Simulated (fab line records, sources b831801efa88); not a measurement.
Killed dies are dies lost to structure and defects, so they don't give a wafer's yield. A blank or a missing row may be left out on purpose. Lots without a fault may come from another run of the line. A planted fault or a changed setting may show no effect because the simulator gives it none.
Chamber matching | flow gf180mcu | GF_V2_ETCH_16 on rie_diel-01: 4 sister chambers
The step etches BARC in N2/H2. 8 wafers are shown with their chamber, then 6 later ones without.

WAFERS WITH THEIR CHAMBER
wafer  | chamber | drypump_motor_current_A (A) | oes_product_au (a.u.)
L375.4 | 3       | 5.2                         | 0.855
L377.3 | 0       | 5.2                         | 0.860
L377.4 | 1       | 5.4                         | 0.857
L377.5 | 1       | 5.4                         | 0.853
L386.5 | 3       | 5.2                         | 0.852
L394.3 | 2       | 6.0                         | 0.861
L394.4 | 2       | 6.0                         | 0.854
L394.6 | 0       | 5.3                         | 0.854

WAFERS WITHOUT THEIR CHAMBER
wafer  | drypump_motor_current_A (A) | oes_product_au (a.u.)
L395.1 | 5.2                         | 0.854
L395.4 | 5.4                         | 0.853
L395.5 | 5.3                         | 0.852
L396.2 | 6.0                         | 0.857
L396.4 | 5.2                         | 0.862
L396.6 | 6.0                         | 0.854

WHICH CHAMBER EACH WENT THROUGH
wafer  | from the rows above          | in truth
L395.1 | can't be placed: 3 or 0      | 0
L395.4 | 1                            | 1
L395.5 | can't be placed: 0 or 3 or 1 | 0
L396.2 | 2                            | 2
L396.4 | can't be placed: 0 or 3      | 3
L396.6 | 2                            | 2
Placed correctly: 3 of 6. Can't be placed from these rows: 3 (the true chamber is among the candidates in 3). Placed wrongly: 0.
How it was worked out, from the rows above alone: a wafer's distance from a chamber is the root of the sum, over the readings, of the square of ((its reading less the chamber's mean) divided by the reading's scatter). The wafer belongs to the nearest chamber; if the next one is less than 2 further off, it can't be placed. A chamber's mean is the mean of its shown wafers. The scatter: the root of (the sum of the squares of (reading less its chamber's mean) over the shown wafers, divided by (wafers less chambers)).
